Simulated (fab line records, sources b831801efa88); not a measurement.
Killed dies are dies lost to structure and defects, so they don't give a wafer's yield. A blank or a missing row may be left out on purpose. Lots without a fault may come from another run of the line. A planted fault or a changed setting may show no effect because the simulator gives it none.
fab line records | flow sky130
record lots=15 wafers=42 last_day=50
route steps=708 shown FIELD_ISO@26 NWELL@82 VT_ADJUST_HVTP@88 VT_ADJUST_NCORE@126 PAD_OPEN@708
lots that met no fault: from a run of the same line without faults
start_h: hours from the record's first day to the start of the lot's first wafer shown | wait_h: hours since the lot's step before | " the same as in the row above | L1.1+2: a row that stands for several wafers | - no value, or no start given | * or withheld: withheld | < > ~ a bound
route shown NAME@n: a module of which the file shows steps, and the number in the route of the first | usual: mean/standard deviation of fault-free wafers | same: alike in all rows | chamber/n: place in a boat | sites: the reading at each site | _std_site: their standard deviation | _edge_site: outer sites' mean less inner sites' | radius_mm: how far each site lies from the wafer's centre | mask NAME#n: copy n | behind: the tool/chamber that last shaped the wafer | hold: why the lot was held/for how many hours/how that ended | device: the transistor (n, p or np) that didn't switch | end of line: the same wafers' tests at the end of the route | a step without rows: its recipe alone | killed: dies lost to structure and defects at the first sort, not the wafer's yield | map: a wafer's dies, x killed, . not, _ none there
set.NAME: the setting as run; set.NAME@STEP: as run at that earlier step | model.NAME: the simulator's own value behind a step, which no gauge read
steps of the route over a sample of lots; a table a step, a row a wafer
## steps
# step SKY_FIELD_ISO_THK_MEAS_25
# recipe reads=SiO2_of_FIELD_ISO_CVD_24
# usual FIELD_ISO_CVD_24_THK=596/5.9
# columns lot.wafer tool chamber start_h wait_h FIELD_ISO_CVD_24_THK[nm]
L774.1 film_metro-01 - 32.14 0.0 591
L774.4 " - " " 594
L774.5 " - " " 591
L775.3 film_metro-01 - 37.47 0.1 594
L775.4 " - " " 590
L775.5 " - " " 597
L776.3 film_metro-02 - 43.36 0.1 591
L776.4 " - " " 591
L776.6 " - " " 590
L777.1 film_metro-01 - 47.74 0.0 595
L777.4 " - " " 601
L777.6 " - " " 601
L778.2 film_metro-02 - 54.40 0.0 599
L778.4 " - " " 596
L778.6 " - " " 597
L779.2 film_metro-01 - 57.26 0.0 608
L779.4 " - " " 606
L779.5 " - " " 601
L782.1 film_metro-01 - 75.08 0.0 594
L782.6 " - " " 606
L784.1 film_metro-04 - 83.47 0.0 594
L784.6 " - " " 599
L787.2 film_metro-04 - 97.95 0.0 607
L787.6 " - " " 604
L791.1 film_metro-01 - 118.75 0.0 590
L791.2 " - " " 593
L791.5 " - " " 591
L793.2 film_metro-01 - 134.20 0.0 602
L793.3 " - " " 593
L793.5 " - " " 609
L794.1 film_metro-01 - 137.96 0.1 599
L794.2 " - " " 599
L794.4 " - " " 591
L795.4 film_metro-04 - 146.24 0.1 588
L795.5 " - " " 587
L795.6 " - " " 592
L796.2 film_metro-04 - 149.45 0.0 596
L796.4 " - " " 591
L796.6 " - " " 595
L797.1 film_metro-02 - 152.32 0.0 585
L797.4 " - " " 597
L797.5 " - " " 598
# step SKY_NWELL_RS_MEAS_29
# recipe thk_meas_gauge=four-point-probe
# usual NWELL_RS=624.4/1.5
# columns lot.wafer tool chamber start_h wait_h NWELL_RS[ohm/sq]
L774.1 film_metro-01 - 104.99 0.1 626.7
L774.4 " - " " 623.0
L774.5 " - " " 623.3
L775.3 film_metro-01 - 109.53 0.1 626.1
L775.4 " - " " 623.4
L775.5 " - " " 623.7
L776.3 film_metro-03 - 117.69 0.1 624.6
L776.4 " - " " 626.6
L776.6 " - " " 625.9
L777.1 film_metro-02 - 121.15 0.1 623.6
L777.4 " - " " 623.6
L777.6 " - " " 623.2
L778.2 film_metro-03 - 128.56 0.1 625.7
L778.4 " - " " 624.7
L778.6 " - " " 622.4
L779.2 film_metro-02 - 131.78 0.1 625.5
L779.4 " - " " 626.4
L779.5 " - " " 626.4
L782.1 film_metro-01 - 152.34 0.1 622.9
L782.6 " - " " 623.7
L784.1 film_metro-03 - 163.58 0.1 624.2
L784.6 " - " " 623.8
L787.2 film_metro-02 - 186.57 0.1 624.2
L787.6 " - " " 622.1
L791.1 film_metro-03 - 207.55 0.1 625.7
L791.2 " - " " 626.2
L791.5 " - " " 626.9
L793.2 film_metro-03 - 221.06 0.1 625.7
L793.3 " - " " 624.8
L793.5 " - " " 625.2
L794.1 film_metro-01 - 227.69 0.1 622.1
L794.2 " - " " 622.4
L794.4 " - " " 621.3
L795.4 film_metro-02 - 236.59 0.1 624.0
L795.5 " - " " 623.6
L795.6 " - " " 625.3
L796.2 film_metro-01 - 241.56 0.2 624.5
L796.4 " - " " 625.0
L796.6 " - " " 623.0
L797.1 film_metro-03 - 252.35 0.1 625.1
L797.4 " - " " 624.2
L797.5 " - " " 625.0
# step SKY_VT_ADJUST_HVTP_SOFTBAKE_03
# recipe temp_c=90 time_s=60 resist=NOVOLAK
# usual resist_line_temp_C=23.03/0.12 run_length_s=89.1/0.37
# columns lot.wafer tool chamber start_h wait_h resist_line_temp_C run_length_s
L774.1 litho_track-03 0 113.53 0.1 23.26 89.0
L774.4 " 0 " " 23.29 88.9
L774.5 " 0 " " 23.29 88.9
L775.3 litho_track-04 0 117.99 0.1 23.17 89.8
L775.4 " 0 " " 23.10 89.6
L775.5 " 0 " " 22.99 89.4
L776.3 litho_track-04 0 126.99 0.1 22.85 89.7
L776.4 " 0 " " 23.03 89.6
L776.6 " 0 " " 23.11 89.6
L777.1 litho_track-01 0 130.75 0.1 23.15 88.8
L777.4 " 0 " " 23.07 88.8
L777.6 " 0 " " 23.18 88.9
L778.2 litho_track-04 0 138.46 0.1 22.76 89.8
L778.4 " 0 " " 22.90 89.5
L778.6 " 0 " " 22.94 89.5
L779.2 litho_track-01 0 141.13 0.1 22.97 88.7
L779.4 " 0 " " 23.09 88.6
L779.5 " 0 " " 22.97 89.0
L782.1 litho_track-04 0 162.14 0.1 22.95 106.1
L782.6 " 0 " " 23.11 106.3
L784.1 litho_track-04 0 173.49 0.1 22.99 106.1
L784.6 " 0 " " 22.95 106.1
L787.2 litho_track-04 0 197.56 0.1 22.98 89.4
L787.6 " 0 " " 22.93 106.1
L791.1 litho_track-01 0 218.85 0.1 23.12 88.6
L791.2 " 0 " " 23.02 88.6
L791.5 " 0 " " 23.06 88.7
L793.2 litho_track-03 0 232.31 0.1 23.01 88.9
L793.3 " 0 " " 23.08 89.0
L793.5 " 0 " " 23.04 89.1
L794.1 litho_track-01 0 239.30 0.1 23.01 88.8
L794.2 " 0 " " 22.75 88.8
L794.4 " 0 " " 22.77 88.8
L795.4 litho_track-01 0 248.48 0.1 22.96 88.9
L795.5 " 0 " " 22.91 88.9
L795.6 " 0 " " 22.91 88.8
L796.2 litho_track-04 0 253.41 0.1 22.79 89.6
L796.4 " 0 " " 23.01 89.4
L796.6 " 0 " " 23.10 89.4
L797.1 litho_track-04 0 264.54 0.1 22.97 89.4
L797.4 " 0 " " 23.02 89.6
L797.5 " 0 " " 22.88 89.4
# step SKY_VT_ADJUST_NCORE_CD_MEAS_07
# recipe target_cd_nm=380
# usual cd_nm=379.2/2.6
# columns lot.wafer tool chamber start_h wait_h cd_nm
L774.1 cd_sem-01 - 181.89 0.1 379.5
L774.4 " - " " 381.2
L774.5 " - " " 379.7
L775.3 cd_sem-02 - 186.23 0.1 379.9
L775.4 " - " " 378.4
L775.5 " - " " 378.6
L776.3 cd_sem-02 - 197.13 0.1 376.7
L776.4 " - " " 374.9
L776.6 " - " " 376.1
L777.1 cd_sem-02 - 201.19 0.1 377.4
L777.4 " - " " 377.7
L777.6 " - " " 378.1
L778.2 cd_sem-02 - 210.82 0.1 380.6
L778.4 " - " " 379.9
L778.6 " - " " 381.2
L779.2 cd_sem-01 - 213.82 0.1 380.7
L779.4 " - " " 378.6
L779.5 " - " " 379.4
L782.1 cd_sem-01 - 238.44 0.1 376.7
L782.6 " - " " 376.4
L784.1 cd_sem-01 - 251.79 0.1 376.6
L784.6 " - " " 380.2
L787.2 cd_sem-02 - 279.31 0.1 378.9
L787.6 " - " " 379.6
L791.1 cd_sem-02 - 304.24 0.1 375.6
L791.2 " - " " 377.9
L791.5 " - " " 374.4
L793.2 cd_sem-01 - 319.42 0.1 381.5
L793.3 " - " " 378.3
L793.5 " - " " 380.4
L794.1 cd_sem-01 - 326.35 0.1 375.7
L794.2 " - " " 377.9
L794.4 " - " " 376.6
L795.4 cd_sem-01 - 336.61 0.1 378.9
L795.5 " - " " 380.9
L795.6 " - " " 378.2
L796.2 cd_sem-01 - 343.01 0.1 379.3
L796.4 " - " " 381.1
L796.6 " - " " 378.1
L797.1 cd_sem-01 - 355.79 0.1 376.5
L797.4 " - " " 379.5
L797.5 " - " " 377.8
# step SKY_PAD_OPEN_PROBE_99
# usual killed_at_M0_to_M3=44/7 killed_at_M4_up=3.2/1.8 killed_at_contacts=24/5.1 killed_at_front_end=15/4.3 killed_at_other=0.3/0.5 killed_dies=86/9.6 killed_on_rim=17/4.1 killed_open=48/7.1 killed_short=38/6.7
# same gross_dies=492 killed_at_back_side=0
# columns lot.wafer tool chamber start_h wait_h killed_at_M0_to_M3 killed_at_M4_up killed_at_contacts killed_at_front_end killed_at_other killed_dies killed_on_rim killed_open killed_short
L775.3 prober-02 - 1078.02 0.2 47 3 22 19 0 91 13 55 36
L775.4 prober-02 - 1078.07 0.2 36 2 21 12 0 71 13 39 32
L775.5 prober-02 - 1078.12 0.2 41 2 25 13 0 81 17 39 42
L778.2 prober-01 - 1101.93 0.1 46 2 26 18 0 92 13 48 44
L778.4 prober-01 - 1102.03 0.2 38 1 31 21 0 91 21 65 26
L778.6 prober-01 - 1102.13 0.2 46 3 19 7 1 76 12 36 40
L782.1 prober-01 - 1124.26 0.1 46 3 26 16 1 92 19 52 40
L782.6 prober-01 - 1124.51 0.2 42 4 21 10 0 77 13 47 30
L791.1 prober-02 - 1174.18 0.1 39 4 20 17 0 80 15 45 35
L791.5 prober-02 - 1174.38 0.2 41 1 24 17 0 83 18 48 35
L793.2 prober-02 - 1183.79 0.1 45 4 28 13 0 90 19 49 41
L793.3 prober-02 - 1183.84 0.2 47 4 15 22 0 88 25 58 30
L793.5 prober-02 - 1183.94 0.2 52 7 23 11 1 94 22 56 38
L794.1 prober-01 - 1186.50 0.1 48 3 26 21 1 99 16 53 46
L794.2 prober-01 - 1186.55 0.1 43 7 32 15 0 97 19 50 46
L794.4 prober-01 - 1186.65 0.2 48 6 35 21 0 110 23 49 61
L795.4 prober-02 - 1193.35 0.2 46 3 20 18 1 88 19 45 42
L795.5 prober-02 - 1193.40 0.2 34 7 23 18 0 82 17 47 35
L795.6 prober-02 - 1193.45 0.2 41 4 30 13 0 88 17 48 38
L796.2 prober-01 - 1199.32 0.1 43 0 31 9 0 83 22 45 38
L796.4 prober-01 - 1199.42 0.2 46 3 25 10 0 84 17 47 37
L796.6 prober-01 - 1199.52 0.2 44 9 34 12 0 99 23 60 39
L797.1 prober-02 - 1203.15 0.1 49 3 27 11 0 90 20 56 34
L797.4 prober-02 - 1203.30 0.2 34 3 17 16 0 70 10 43 27
L797.5 prober-02 - 1203.35 0.2 45 2 26 10 0 83 20 44 39
# killed by level:class
L775.3 VIA1:geometric_particle:open=12 POLY_GATE:geometric_particle:open=8 CONTACT:geometric_particle:open=8 VIA2:geometric_particle:open=7 METAL1:geometric_particle:short=6 VIA3:geometric_particle:open=5 CONTACT:geometric_particle:short=5 METAL2:geometric_particle:short=5
L775.4 VIA2:geometric_particle:open=8 LI_CONTACT:geometric_particle:open=7 CONTACT:geometric_particle:open=7 METAL2:geometric_particle:short=6 FIELD_ISO:geometric_particle:open=4 POLY_CUT:geometric_particle:short=4 METAL1:geometric_particle:short=4 VIA1:geometric_particle:short=4
L775.5 METAL2:geometric_particle:short=11 VIA1:geometric_particle:open=11 CONTACT:geometric_particle:open=9 LOCAL_INTERCONNECT:geometric_particle:short=7 CONTACT:geometric_particle:short=5 VIA1:geometric_particle:short=4 VIA2:geometric_particle:open=4 LI_CONTACT:geometric_particle:open=3
L778.2 LI_CONTACT:geometric_particle:open=11 METAL2:geometric_particle:short=10 FIELD_ISO:geometric_particle:open=8 VIA1:geometric_particle:open=8 POLY_GATE:geometric_particle:short=6 VIA2:geometric_particle:open=6 LOCAL_INTERCONNECT:geometric_particle:short=5 VIA1:geometric_particle:short=5
L778.4 CONTACT:geometric_particle:open=15 VIA1:geometric_particle:open=10 FIELD_ISO:geometric_particle:open=9 LI_CONTACT:geometric_particle:open=8 VIA2:geometric_particle:open=8 POLY_GATE:geometric_particle:open=7 METAL2:geometric_particle:short=7 CONTACT:geometric_particle:short=6
L778.6 VIA1:geometric_particle:open=10 METAL2:geometric_particle:short=10 CONTACT:geometric_particle:open=7 LI_CONTACT:geometric_particle:open=5 VIA1:geometric_particle:short=5 CONTACT:geometric_particle:short=4 METAL3:geometric_particle:short=4 VIA2:geometric_particle:short=4
L782.1 VIA1:geometric_particle:open=14 CONTACT:geometric_particle:open=10 VIA2:geometric_particle:open=7 FIELD_ISO:geometric_particle:short=6 VIA3:geometric_particle:open=6 POLY_GATE:geometric_particle:open=5 LI_CONTACT:geometric_particle:open=5 LI_CONTACT:geometric_particle:short=4
L782.6 VIA1:geometric_particle:open=12 CONTACT:geometric_particle:open=11 VIA2:geometric_particle:open=7 CONTACT:geometric_particle:short=6 METAL1:geometric_particle:short=5 VIA3:geometric_particle:short=5 METAL2:geometric_particle:short=4 FIELD_ISO:geometric_particle:open=3
L791.1 VIA1:geometric_particle:open=11 FIELD_ISO:geometric_particle:short=8 CONTACT:geometric_particle:open=8 VIA3:geometric_particle:open=6 FIELD_ISO:geometric_particle:open=5 VIA1:geometric_particle:short=4 VIA3:geometric_particle:short=4 VIA2:geometric_particle:open=4
L791.5 VIA1:geometric_particle:open=11 LI_CONTACT:geometric_particle:open=7 CONTACT:geometric_particle:open=7 VIA3:geometric_particle:short=6 VIA3:geometric_particle:open=6 POLY_GATE:geometric_particle:open=5 METAL2:geometric_particle:short=5 VIA2:geometric_particle:open=5
L793.2 LI_CONTACT:geometric_particle:open=12 VIA1:geometric_particle:open=12 CONTACT:geometric_particle:open=8 VIA1:geometric_particle:short=6 VIA2:geometric_particle:open=5 VIA3:geometric_particle:short=5 CONTACT:geometric_particle:short=4 METAL2:geometric_particle:short=4
L793.3 FIELD_ISO:geometric_particle:open=12 VIA3:geometric_particle:open=11 VIA2:geometric_particle:open=10 VIA1:geometric_particle:open=8 CONTACT:geometric_particle:short=5 VIA1:geometric_particle:short=5 FIELD_ISO:geometric_particle:short=4 CONTACT:geometric_particle:open=4
L793.5 VIA1:geometric_particle:open=14 CONTACT:geometric_particle:open=9 METAL1:geometric_particle:short=8 VIA2:geometric_particle:open=8 VIA3:geometric_particle:open=6 LI_CONTACT:geometric_particle:open=5 FIELD_ISO:geometric_particle:open=4 LI_CONTACT:geometric_particle:short=4
L794.1 VIA1:geometric_particle:open=16 LI_CONTACT:geometric_particle:open=8 CONTACT:geometric_particle:open=8 FIELD_ISO:geometric_particle:open=6 METAL1:geometric_particle:short=6 CONTACT:geometric_particle:short=6 VIA1:geometric_particle:short=5 METAL2:geometric_particle:short=5
L794.2 CONTACT:geometric_particle:open=9 VIA1:geometric_particle:open=9 LI_CONTACT:geometric_particle:open=8 LOCAL_INTERCONNECT:geometric_particle:short=8 METAL1:geometric_particle:short=6 FIELD_ISO:geometric_particle:short=5 CONTACT:geometric_particle:short=5 VIA1:geometric_particle:short=5
L794.4 VIA1:geometric_particle:open=11 METAL1:geometric_particle:short=10 CONTACT:geometric_particle:short=10 CONTACT:geometric_particle:open=8 LOCAL_INTERCONNECT:geometric_particle:short=7 SPACER:geometric_particle:open=7 VIA2:geometric_particle:open=7 VIA1:geometric_particle:short=6
L795.4 VIA1:geometric_particle:open=10 POLY_GATE:geometric_particle:open=6 VIA2:geometric_particle:open=6 CONTACT:geometric_particle:open=6 METAL1:geometric_particle:short=6 METAL2:geometric_particle:short=6 VIA2:geometric_particle:short=6 POLY_GATE:geometric_particle:short=5
L795.5 LI_CONTACT:geometric_particle:open=8 VIA1:geometric_particle:open=8 METAL1:geometric_particle:short=7 VIA3:geometric_particle:open=7 FIELD_ISO:geometric_particle:open=6 CONTACT:geometric_particle:open=6 METAL4:geometric_particle:short=6 LOCAL_INTERCONNECT:geometric_particle:short=5
L795.6 CONTACT:geometric_particle:open=11 LI_CONTACT:geometric_particle:open=9 VIA1:geometric_particle:open=9 VIA2:geometric_particle:open=8 METAL2:geometric_particle:short=7 LOCAL_INTERCONNECT:geometric_particle:short=5 METAL4:geometric_particle:short=4 VIA3:geometric_particle:short=4
L796.2 CONTACT:geometric_particle:open=11 VIA1:geometric_particle:open=8 VIA2:geometric_particle:open=8 VIA3:geometric_particle:open=6 FIELD_ISO:geometric_particle:short=5 LI_CONTACT:geometric_particle:open=5 LOCAL_INTERCONNECT:geometric_particle:short=5 METAL1:geometric_particle:short=5
L796.4 CONTACT:geometric_particle:open=11 VIA3:geometric_particle:open=9 VIA1:geometric_particle:open=8 METAL2:geometric_particle:short=8 VIA2:geometric_particle:open=8 LI_CONTACT:geometric_particle:open=5 VIA3:geometric_particle:short=4 LOCAL_INTERCONNECT:geometric_particle:short=4
L796.6 VIA3:geometric_particle:open=12 CONTACT:geometric_particle:open=11 LI_CONTACT:geometric_particle:open=8 METAL2:geometric_particle:short=6 LOCAL_INTERCONNECT:geometric_particle:short=6 METAL1:geometric_particle:short=5 VIA1:geometric_particle:open=5 FIELD_ISO:geometric_particle:open=4
L797.1 VIA1:geometric_particle:open=12 CONTACT:geometric_particle:open=10 VIA2:geometric_particle:open=9 VIA1:geometric_particle:short=9 VIA3:geometric_particle:open=8 LI_CONTACT:geometric_particle:open=6 LOCAL_INTERCONNECT:geometric_particle:short=5 CONTACT:geometric_particle:short=4
L797.4 VIA1:geometric_particle:open=13 LI_CONTACT:geometric_particle:open=5 POLY_GATE:geometric_particle:short=5 POLY_GATE:geometric_particle:open=5 LOCAL_INTERCONNECT:geometric_particle:short=5 CONTACT:geometric_particle:open=5 VIA3:geometric_particle:open=5 METAL1:geometric_particle:short=4
L797.5 CONTACT:geometric_particle:open=10 VIA1:geometric_particle:open=9 VIA2:geometric_particle:short=8 VIA1:geometric_particle:short=7 LOCAL_INTERCONNECT:geometric_particle:short=6 LI_CONTACT:geometric_particle:short=5 METAL1:geometric_particle:open=4 POLY_GATE:geometric_particle:open=4
## key
first_sign step=SKY_VT_ADJUST_HVTP_SOFTBAKE_03 reading=run_length_s direction=up sigmas=46 usual=* struck=*
effect none on later readings
met_at SKY_VT_ADJUST_HVTP_SOFTBAKE_03
struck_lots L782,L784,L787
struck_wafers L782.1,L782.6,L784.1,L784.6,L787.6
tester_left_out L782,L784,L787
not_acting_at SKY_FIELD_ISO_THK_MEAS_25,SKY_NWELL_RS_MEAS_29,SKY_VT_ADJUST_NCORE_CD_MEAS_07
onset_between 138.46 162.14
fault kind=process_parameter_drift tool=litho_track-04 chamber=- onset_h=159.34 steps=SKY_VT_ADJUST_HVTP_SOFTBAKE_03 channel=time_s offset=* shape=step end_h=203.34 scope=struck_wafers_only acts_in=* stated=*
# tester_left_out: of these lots the tester's yield and bins aren't shown, on N5 and GAA mostly nor the transistor test; their killed dies are dies lost to structure and defects alone, not to doping, threshold or leakage, so they don't give the yield
